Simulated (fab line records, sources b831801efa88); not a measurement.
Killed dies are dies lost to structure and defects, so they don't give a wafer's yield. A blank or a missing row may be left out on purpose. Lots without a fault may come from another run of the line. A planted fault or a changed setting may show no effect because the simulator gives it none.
fab line records | flow gf180mcu | part 1 of 2: steps 1 to 26 of 35
record lots=5 wafers=15 last_day=33
route steps=602 shown M1@321 V1@335
lots that met no fault: from a run of the same line without faults
start_h: hours from the record's first day to the start of the lot's first wafer shown | wait_h: hours since the lot's step before | " the same as in the row above | L1.1+2: a row that stands for several wafers | - no value, or no start given | * or withheld: withheld | < > ~ a bound
route shown NAME@n: a module of which the file shows steps, and the number in the route of the first | usual: mean/standard deviation of fault-free wafers | same: alike in all rows | chamber/n: place in a boat | sites: the reading at each site | _std_site: their standard deviation | _edge_site: outer sites' mean less inner sites' | radius_mm: how far each site lies from the wafer's centre | mask NAME#n: copy n | behind: the tool/chamber that last shaped the wafer | hold: why the lot was held/for how many hours/how that ended | device: the transistor (n, p or np) that didn't switch | end of line: the same wafers' tests at the end of the route | a step without rows: its recipe alone | killed: dies lost to structure and defects at the first sort, not the wafer's yield | map: a wafer's dies, x killed, . not, _ none there
set.NAME: the setting as run; set.NAME@STEP: as run at that earlier step | model.NAME: the simulator's own value behind a step, which no gauge read
lots at some steps of the route; a table a step, a row a wafer
services: from which hour (start_h, from the record's first day; less than 0 if before it) a tool's chamber was out of use, for how many hours, and why
## steps
# step GF_M1_THK_MEAS_06
# recipe thk_meas_gauge=xrf reads=AlCu_of_M1_SPUTTER_02
# usual M1_ALCU_THK=446/5.8
# columns lot.wafer tool chamber start_h wait_h M1_ALCU_THK[nm]
L080.1 film_metro-04 - 409.99 0.1 438
L080.3 " - " " 441
L080.4 " - " " 443
L081.3 film_metro-04 - 422.88 0.1 450
L081.4 " - " " 448
L081.5 " - " " 457
L084.1 film_metro-04 - 449.03 0.1 448
L084.5 " - " " 448
L084.6 " - " " 445
L090.1 film_metro-04 - 506.20 0.1 449
L090.2 " - " " 448
L090.5 " - " " 439
L093.2 film_metro-04 - 539.95 0.1 439
L093.3 " - " " 440
L093.4 " - " " 444
# step GF_M1_DEHYDRATE_07
# recipe temp_c=200 time_s=60
# usual exhaust_pa=45.1/0.95
# columns lot.wafer tool chamber start_h wait_h exhaust_pa
L080.1 litho_track-02 0 421.68 11.7 45.5
L080.3 " 0 " " 45.5
L080.4 " 0 " " 44.4
L081.3 litho_track-03 0 433.88 11.0 44.1
L081.4 " 0 " " 43.2
L081.5 " 0 " " 42.5
L084.1 litho_track-01 0 459.77 10.7 45.5
L084.5 " 0 " " 44.3
L084.6 " 0 " " 44.9
L090.1 litho_track-02 0 517.08 10.9 43.2
L090.2 " 0 " " 44.8
L090.5 " 0 " " 43.7
L093.2 litho_track-01 0 550.74 10.8 45.0
L093.3 " 0 " " 46.8
L093.4 " 0 " " 47.3
# step GF_M1_HMDS_08
# recipe prime_time_s=60 prime_temp_c=120
# usual exhaust_pa=45.1/1.1 prime_temp_c=119.98/0.13
# columns lot.wafer tool chamber start_h wait_h exhaust_pa prime_temp_c
L080.1 litho_track-02 0 421.83 0.1 45.2 119.86
L080.3 " 0 " " 43.8 120.04
L080.4 " 0 " " 44.9 120.13
L081.3 litho_track-03 0 434.03 0.1 45.4 120.02
L081.4 " 0 " " 46.9 119.80
L081.5 " 0 " " 46.8 119.94
L084.1 litho_track-01 0 459.92 0.1 44.2 119.89
L084.5 " 0 " " 46.4 120.06
L084.6 " 0 " " 45.8 120.08
L090.1 litho_track-02 0 517.23 0.1 44.8 120.08
L090.2 " 0 " " 43.9 119.90
L090.5 " 0 " " 44.0 119.83
L093.2 litho_track-01 0 550.89 0.1 43.0 119.87
L093.3 " 0 " " 43.8 119.86
L093.4 " 0 " " 43.2 120.00
# step GF_M1_COAT_09
# recipe resist=KrF spin_rpm=withheld resist_thk_nm=1000
# usual exhaust_pa=45.0/0.89
# columns lot.wafer tool chamber start_h wait_h exhaust_pa
L080.1 litho_track-02 0 421.98 0.1 44.8
L080.3 " 0 " " 45.5
L080.4 " 0 " " 45.4
L081.3 litho_track-03 0 434.18 0.1 44.3
L081.4 " 0 " " 44.4
L081.5 " 0 " " 44.9
L084.1 litho_track-01 0 460.07 0.1 44.4
L084.5 " 0 " " 45.7
L084.6 " 0 " " 45.4
L090.1 litho_track-02 0 517.38 0.1 46.0
L090.2 " 0 " " 43.8
L090.5 " 0 " " 44.6
L093.2 litho_track-01 0 551.04 0.1 45.4
L093.3 " 0 " " 44.7
L093.4 " 0 " " 44.3
# step GF_M1_SOFTBAKE_10
# recipe temp_c=130 time_s=60 resist=KrF
# usual exhaust_pa=45.1/0.97
# columns lot.wafer tool chamber start_h wait_h exhaust_pa
L080.1 litho_track-02 0 422.13 0.1 44.0
L080.3 " 0 " " 43.6
L080.4 " 0 " " 44.8
L081.3 litho_track-03 0 434.33 0.1 46.1
L081.4 " 0 " " 45.3
L081.5 " 0 " " 43.2
L084.1 litho_track-01 0 460.22 0.1 44.1
L084.5 " 0 " " 43.4
L084.6 " 0 " " 43.9
L090.1 litho_track-02 0 517.53 0.1 46.1
L090.2 " 0 " " 45.0
L090.5 " 0 " " 45.6
L093.2 litho_track-01 0 551.19 0.1 46.1
L093.3 " 0 " " 45.9
L093.4 " 0 " " 46.6
# step GF_M1_EXPOSE_11
# recipe mask_id=Metal1 target_cd_nm=230 na=0.68 source_shape=conventional sigma_outer=0.6 dose_mj=28
# columns lot.wafer tool chamber start_h wait_h mask
L080.1+3+4 krf_scanner-01 0 - - Metal1#0
L081.3+4+5 krf_scanner-01 0 - - Metal1#0
L084.1+5+6 krf_scanner-01 0 - - Metal1#0
L090.1+2+5 krf_scanner-02 0 - - Metal1#0
L093.2+3+4 krf_scanner-02 0 - - Metal1#0
# step GF_M1_PEB_12
# recipe peb_temp_c=135 peb_time_s=90 resist=KrF
# usual exhaust_pa=45.1/0.82
# columns lot.wafer tool chamber start_h wait_h exhaust_pa
L080.1 litho_track-01 0 - - 44.9
L080.3 " 0 " " 45.9
L080.4 " 0 " " 44.5
L081.3 litho_track-01 0 - - 46.1
L081.4 " 0 " " 46.1
L081.5 " 0 " " 46.0
L084.1 litho_track-03 0 - - 45.2
L084.5 " 0 " " 43.7
L084.6 " 0 " " 44.7
L090.1 litho_track-03 0 - - 44.2
L090.2 " 0 " " 44.8
L090.5 " 0 " " 44.3
L093.2 litho_track-02 0 - - 45.8
L093.3 " 0 " " 45.4
L093.4 " 0 " " 45.7
# step GF_M1_DEVELOP_13
# recipe develop_time_s=62.26 dev_temp_c=21
# usual exhaust_pa=44.9/0.85
# columns lot.wafer tool chamber start_h wait_h exhaust_pa
L080.1 litho_track-01 0 433.97 0.2 45.4
L080.3 " 0 " " 43.8
L080.4 " 0 " " 45.6
L081.3 litho_track-01 0 446.97 0.1 45.6
L081.4 " 0 " " 44.3
L081.5 " 0 " " 45.6
L084.1 litho_track-03 0 472.63 0.2 44.9
L084.5 " 0 " " 43.5
L084.6 " 0 " " 45.2
L090.1 litho_track-03 0 528.53 0.2 45.1
L090.2 " 0 " " 44.2
L090.5 " 0 " " 44.4
L093.2 litho_track-02 0 561.51 0.2 45.4
L093.3 " 0 " " 46.1
L093.4 " 0 " " 44.6
# step GF_M1_CD_MEAS_14
# recipe target_cd_nm=230
# usual cd_nm=230.0/1.3
# columns lot.wafer tool chamber start_h wait_h cd_nm
L080.1 cd_sem-02 - 434.12 0.1 229.5
L080.3 " - " " 228.2
L080.4 " - " " 228.7
L081.3 cd_sem-02 - 447.11 0.1 229.1
L081.4 " - " " 229.6
L081.5 " - " " 229.6
L084.1 cd_sem-02 - 472.78 0.1 231.8
L084.5 " - " " 231.3
L084.6 " - " " 233.1
L090.1 cd_sem-01 - 528.68 0.1 228.5
L090.2 " - " " 228.1
L090.5 " - " " 229.7
L093.2 cd_sem-02 - 561.65 0.1 229.1
L093.3 " - " " 230.5
L093.4 " - " " 229.1
# step GF_M1_OVL_MEAS_15
# usual M1_OVL=-1/5.2
# columns lot.wafer tool chamber start_h wait_h M1_OVL[nm]
L080.1 overlay-02 - 434.24 0.1 4
L080.3 " - " " 6
L080.4 " - " " 6
L081.3 overlay-01 - 447.20 0.1 -16
L081.4 " - " " -6
L081.5 " - " " -10
L084.1 overlay-01 - 472.90 0.1 -9
L084.5 " - " " -4
L084.6 " - " " -2
L090.1 overlay-01 - 528.80 0.1 4
L090.2 " - " " -3
L090.5 " - " " 1
L093.2 overlay-01 - 561.76 0.1 -12
L093.3 " - " " -8
L093.4 " - " " -7
# step GF_M1_METAL_ETCH_16
# recipe chemistry=Cl2/BCl3 mask_material=KrF target_depth_nm=750.8 stop_on=SiO2 pressure_mtorr=8 icp_w=800 bias_w=140 Cl2_flow_sccm=80 bcl3_flow_sccm=40 time_s=125.1
# usual bias_w=139.9/0.42 drypump_motor_current_A=5.5/0.3 oes_product_au=0.991/0.0056 throttle_valve_pct=28.228/0.0095
# columns lot.wafer tool chamber start_h wait_h bias_w drypump_motor_current_A oes_product_au rf_hours_counter_h throttle_valve_pct
L080.1 rie_metal-03 0 434.27 0.0 140.8 5.1 0.990 1 28.201
L080.3 " 0 " " 140.1 5.1 1.002 - 28.225
L080.4 " 1 " " 139.8 5.5 0.996 - 28.226
L081.3 rie_metal-03 0 447.31 0.1 140.4 5.1 0.992 - 28.230
L081.4 " 0 " " 139.2 5.1 0.991 - 28.221
L081.5 " 0 " " 139.1 5.1 0.992 - 28.232
L084.1 rie_metal-04 0 472.94 0.0 140.1 5.4 0.992 1 28.220
L084.5 " 1 " " 139.9 5.2 0.994 - 28.236
L084.6 " 0 " " 139.8 5.4 0.987 - 28.221
L090.1 rie_metal-04 1 528.84 0.0 140.3 5.2 0.983 5 28.235
L090.2 " 0 " " 139.4 5.4 0.992 2 28.216
L090.5 " 0 " " 139.7 5.4 0.999 - 28.237
L093.2 rie_metal-01 0 561.79 0.0 138.9 6.0 0.984 11 28.229
L093.3 " 0 " " 139.3 6.0 0.979 - 28.234
L093.4 " 1 " " 140.2 5.6 0.993 - 28.228
# step GF_M1_STRIP_17
# recipe chemistry=O2/N2 power_w=1400 pressure_mtorr=1500 platen_temp_c=250 o2_flow_sccm=3000 n2_flow_sccm=300 overash_fraction=0.5
# usual drypump_motor_current_A=5.86/0.17 heater_power_w=341/29 n2_flow_sccm=300.1/0.96 oes_product_au=0.537/0.0048 strip_time_to_endpoint_s=7.38/0.045
# columns lot.wafer tool chamber start_h wait_h drypump_motor_current_A heater_power_w n2_flow_sccm oes_product_au rf_hours_counter_h strip_time_to_endpoint_s
L080.1 plasma_asher-02 0 434.40 0.1 5.58 316 300.4 0.532 0 7.31
L080.3 " 1 " " 5.87 287 298.8 0.536 - 7.31
L080.4 " 0 " " 5.57 313 299.8 0.543 - 7.31
L081.3 plasma_asher-04 0 447.51 0.2 5.91 321 299.4 0.532 - 7.33
L081.4 " 1 " " 6.08 359 299.2 0.535 - 7.37
L081.5 " 1 " " 6.09 354 300.4 0.535 - 7.31
L084.1 plasma_asher-04 1 473.07 0.1 6.07 348 300.8 0.535 37 7.37
L084.5 " 0 " " 5.89 320 299.3 0.536 - 7.44
L084.6 " 1 " " 6.07 363 301.3 0.540 - 7.39
L090.1 plasma_asher-02 1 528.97 0.1 5.78 292 299.6 0.534 11 7.43
L090.2 " 0 " " 5.56 313 301.0 0.536 11 7.31
L090.5 " 0 " " 5.56 305 298.7 0.540 - 7.38
L093.2 plasma_asher-04 0 561.92 0.1 5.92 326 300.4 0.534 46 7.35
L093.3 " 0 " " 5.92 337 300.6 0.540 - 7.33
L093.4 " 1 " " 6.08 344 298.6 0.539 - 7.36
# step GF_M1_STRIP_18
# recipe chemistry=post_etch_residue_remover time_s=1200 temp_c=72.5
# usual bath_heat_duty_pct=14.5/1.2
# columns lot.wafer tool chamber start_h wait_h bath_heat_duty_pct
L080.1 wet_bench-01 3 434.50 0.1 13.9
L080.3 " 3 " " 12.4
L080.4 " 3 " " 14.9
L081.3 wet_bench-04 0 447.58 0.0 14.6
L081.4 " 0 " " 14.4
L081.5 " 0 " " 13.8
L084.1 wet_bench-03 2 473.17 0.1 14.9
L084.5 " 2 " " 15.4
L084.6 " 2 " " 15.8
L090.1 wet_bench-01 2 529.07 0.1 13.6
L090.2 " 2 " " 14.7
L090.5 " 2 " " 14.1
L093.2 wet_bench-01 3 562.02 0.1 14.8
L093.3 " 3 " " 13.2
L093.4 " 3 " " 14.9
# step GF_M1_CLEAN_19
# recipe chemistry=DIW dry=n2_spin
# columns lot.wafer tool chamber start_h wait_h
L080.1+3+4 wet_bench-04 2 434.84 0.0
L081.3+4+5 wet_bench-03 1 447.95 0.0
L084.1+5+6 wet_bench-04 0 473.51 0.0
L090.1+2+5 wet_bench-04 1 529.41 0.0
L093.2+3+4 wet_bench-04 2 562.36 0.0
# step GF_V1_CVD_00
# recipe material=SiO2 target_thk_nm=600 sigma_open_frac=0.3 temp_c=400 time_s=100 sih4_flow_sccm=60 pressure_mtorr=6
# columns lot.wafer tool chamber start_h wait_h
L080.1+3+4 hdpcvd-02 2,0,0 434.94 0.0
L081.3+4+5 hdpcvd-02 1,0,2 448.05 0.0
L084.1+5+6 hdpcvd-01 2,2,0 473.61 0.0
L090.1+2+5 hdpcvd-02 0,1,1 529.50 0.0
L093.2+3+4 hdpcvd-02 2,0,1 562.46 0.0
# step GF_V1_THK_MEAS_01
# recipe reads=SiO2_of_V1_CVD_00
# usual V1_CVD_00_THK=603/6.9
# columns lot.wafer tool chamber start_h wait_h V1_CVD_00_THK[nm]
L080.1 film_metro-04 - 435.02 0.0 594
L080.3 " - " " 597
L080.4 " - " " 586
L081.3 film_metro-01 - 448.15 0.1 598
L081.4 " - " " 595
L081.5 " - " " 597
L084.1 film_metro-04 - 473.68 0.0 620
L084.5 " - " " 615
L084.6 " - " " 605
L090.1 film_metro-04 - 529.57 0.0 610
L090.2 " - " " 607
L090.5 " - " " 611
L093.2 film_metro-03 - 562.54 0.0 596
L093.3 " - " " 594
L093.4 " - " " 605
# step GF_V1_CVD_02
# recipe material=SiO2 target_thk_nm=850 precursor=TEOS temp_c=400 time_s=94.851 rf_w=600
# usual heater_power_outer_w=366/59 heater_power_w=645/77
# columns lot.wafer tool chamber start_h wait_h heater_power_outer_w heater_power_w
L080.1 pecvd-01 1 435.08 0.1 315 553
L080.3 " 0 " " 412 725
L080.4 " 2 " " 279 571
L081.3 pecvd-01 2 448.19 0.0 294 585
L081.4 " 1 " " 236 450
L081.5 " 0 " " 462 777
L084.1 pecvd-03 1 473.74 0.1 338 651
L084.5 " 2 " " 362 628
L084.6 " 0 " " 421 686
L090.1 pecvd-01 1 529.63 0.1 332 580
L090.2 " 2 " " 303 609
L090.5 " 0 " " 348 622
L093.2 pecvd-02 2 562.59 0.0 320 634
L093.3 " 1 " " 318 564
L093.4 " 1 " " 365 623
# step GF_V1_THK_MEAS_03
# recipe reads=SiO2_of_V1_CVD_02
# usual V1_CVD_02_THK=849/11
# columns lot.wafer tool chamber start_h wait_h V1_CVD_02_THK[nm]
L080.1 film_metro-04 - 435.14 0.0 843
L080.3 " - " " 844
L080.4 " - " " 839
L081.3 film_metro-04 - 448.27 0.1 845
L081.4 " - " " 855
L081.5 " - " " 851
L084.1 film_metro-04 - 473.81 0.0 837
L084.5 " - " " 842
L084.6 " - " " 850
L090.1 film_metro-03 - 529.70 0.0 842
L090.2 " - " " 850
L090.5 " - " " 864
L093.2 film_metro-04 - 562.67 0.0 839
L093.3 " - " " 842
L093.4 " - " " 855
# step GF_V1_CMP_04
# recipe material=SiO2 down_force_psi=4 platen_rpm=60 pad_velocity_m_s=0.94248
# usual edge_zone_pressure_frac=1.000/0.0052 motor_current_A=12.1/1.5 slurry_filter_dp_kPa=13.48/0.14 time_to_endpoint_s=80/4.8
# columns lot.wafer tool chamber start_h wait_h edge_zone_pressure_frac motor_current_A slurry_filter_dp_kPa time_to_endpoint_s
L080.1 cmp-02 1 435.25 0.1 1.006 9.8 13.46 85
L080.3 " 2 " " 1.010 14.6 13.48 78
L080.4 " 3 " " 1.000 12.9 13.42 81
L081.4 cmp-01 1 448.31 0.0 0.998 10.6 13.47 79
L081.3 " 2 " " 1.002 11.3 13.68 74
L081.5 " 1 " " 1.006 10.6 13.26 78
L084.1 cmp-02 3 473.92 0.1 0.995 12.9 13.99 81
L084.6 " 2 " " 0.995 15.0 13.40 80
L084.5 " 3 " " 0.997 13.2 13.63 82
L090.2 cmp-02 2 529.76 0.0 1.009 14.5 13.55 76
L090.1 " 3 " " 1.004 13.4 13.42 79
L090.5 " 3 " " 0.996 12.9 13.84 86
L093.4 cmp-01 3 562.72 0.0 1.000 12.5 13.40 80
L093.3 " 1 " " 0.995 10.7 13.28 77
L093.2 " 2 " " 1.002 11.5 13.47 75
# step GF_V1_BOW_MEAS_05
# recipe mode=bow
# usual V1_BOW=82/7.8
# columns lot.wafer tool chamber start_h wait_h V1_BOW[um]
L080.1 film_metro-01 - 435.50 0.2 92
L080.3 " - " " 82
L080.4 " - " " 95
L081.3 film_metro-01 - 448.65 0.2 87
L081.4 " - " " 72
L081.5 " - " " 65
L084.1 film_metro-01 - 474.17 0.2 82
L084.5 " - " " 83
L084.6 " - " " 94
L090.1 film_metro-04 - 530.06 0.2 89
L090.2 " - " " 82
L090.5 " - " " 82
L093.2 film_metro-04 - 563.04 0.1 82
L093.3 " - " " 84
L093.4 " - " " 71
# step GF_V1_DEHYDRATE_06
# recipe temp_c=200 time_s=60
# usual exhaust_pa=45.1/0.91
# columns lot.wafer tool chamber start_h wait_h exhaust_pa
L080.1 litho_track-03 0 447.88 12.4 45.8
L080.3 " 0 " " 44.3
L080.4 " 0 " " 45.1
L081.3 litho_track-04 0 459.96 11.3 46.0
L081.4 " 0 " " 45.8
L081.5 " 0 " " 46.8
L084.1 litho_track-02 0 484.93 10.7 45.1
L084.5 " 0 " " 43.7
L084.6 " 0 " " 44.1
L090.1 litho_track-02 0 540.73 10.7 44.6
L090.2 " 0 " " 43.9
L090.5 " 0 " " 43.0
L093.2 litho_track-03 0 573.51 10.4 44.9
L093.3 " 0 " " 44.8
L093.4 " 0 " " 44.2
# step GF_V1_HMDS_07
# recipe prime_time_s=60 prime_temp_c=120
# usual exhaust_pa=45.0/0.8 prime_temp_c=119.99/0.15
# columns lot.wafer tool chamber start_h wait_h exhaust_pa prime_temp_c
L080.1 litho_track-03 0 448.03 0.1 44.9 120.08
L080.3 " 0 " " 45.3 120.09
L080.4 " 0 " " 44.8 119.83
L081.3 litho_track-04 0 460.11 0.1 44.6 119.90
L081.4 " 0 " " 45.0 119.86
L081.5 " 0 " " 43.3 119.91
L084.1 litho_track-02 0 485.08 0.1 45.1 120.06
L084.5 " 0 " " 44.0 120.05
L084.6 " 0 " " 45.4 120.02
L090.1 litho_track-02 0 540.88 0.1 46.0 120.10
L090.2 " 0 " " 46.3 119.99
L090.5 " 0 " " 44.5 119.92
L093.2 litho_track-03 0 573.66 0.1 44.8 119.99
L093.3 " 0 " " 45.5 119.86
L093.4 " 0 " " 45.3 120.18
# step GF_V1_COAT_08
# recipe resist=BARC temp_c=withheld time_s=withheld spin_rpm=withheld resist_thk_nm=withheld
# usual exhaust_pa=45.0/0.8
# columns lot.wafer tool chamber start_h wait_h exhaust_pa
L080.1 litho_track-03 0 448.18 0.1 44.8
L080.3 " 0 " " 44.7
L080.4 " 0 " " 44.6
L081.3 litho_track-04 0 460.26 0.1 45.9
L081.4 " 0 " " 45.9
L081.5 " 0 " " 45.5
L084.1 litho_track-02 0 485.23 0.1 45.8
L084.5 " 0 " " 45.1
L084.6 " 0 " " 45.8
L090.1 litho_track-02 0 541.03 0.1 44.3
L090.2 " 0 " " 45.4
L090.5 " 0 " " 44.8
L093.2 litho_track-03 0 573.81 0.1 44.3
L093.3 " 0 " " 45.3
L093.4 " 0 " " 44.9
# step GF_V1_COAT_09
# recipe resist=KrF spin_rpm=withheld resist_thk_nm=1000
# usual exhaust_pa=45.1/0.8
# columns lot.wafer tool chamber start_h wait_h exhaust_pa
L080.1 litho_track-03 0 - - 45.4
L080.3 " 0 " " 45.3
L080.4 " 0 " " 45.7
L081.3 litho_track-04 0 - - 43.9
L081.4 " 0 " " 43.2
L081.5 " 0 " " 43.4
L084.1 litho_track-02 0 - - 45.5
L084.5 " 0 " " 45.1
L084.6 " 0 " " 44.1
L090.1 litho_track-02 0 - - 45.9
L090.2 " 0 " " 45.9
L090.5 " 0 " " 45.7
L093.2 litho_track-03 0 - - 44.7
L093.3 " 0 " " 45.1
L093.4 " 0 " " 46.0
# step GF_V1_SOFTBAKE_10
# recipe temp_c=130 time_s=60 resist=KrF
# usual exhaust_pa=44.9/0.86
# columns lot.wafer tool chamber start_h wait_h exhaust_pa
L080.1 litho_track-03 0 - - 44.2
L080.3 " 0 " " 45.4
L080.4 " 0 " " 45.1
L081.3 litho_track-04 0 - - 44.3
L081.4 " 0 " " 45.4
L081.5 " 0 " " 44.6
L084.1 litho_track-02 0 - - 44.9
L084.5 " 0 " " 45.5
L084.6 " 0 " " 46.1
L090.1 litho_track-02 0 - - 44.3
L090.2 " 0 " " 44.6
L090.5 " 0 " " 45.3
L093.2 litho_track-03 0 - - 44.9
L093.3 " 0 " " 44.8
L093.4 " 0 " " 45.4
# step GF_V1_EXPOSE_11
# recipe mask_id=Via1 target_cd_nm=260 na=0.68 source_shape=conventional sigma_outer=0.6 dose_mj=38
# columns lot.wafer tool chamber start_h wait_h mask
L080.1+3+4 krf_scanner-02 0 - - Via1#0
L081.3+4+5 krf_scanner-02 0 - - Via1#0
L084.1+5+6 krf_scanner-01 0 - - Via1#0
L090.1+2+5 krf_scanner-02 0 - - Via1#0
L093.2+3+4 krf_scanner-02 0 - - Via1#0
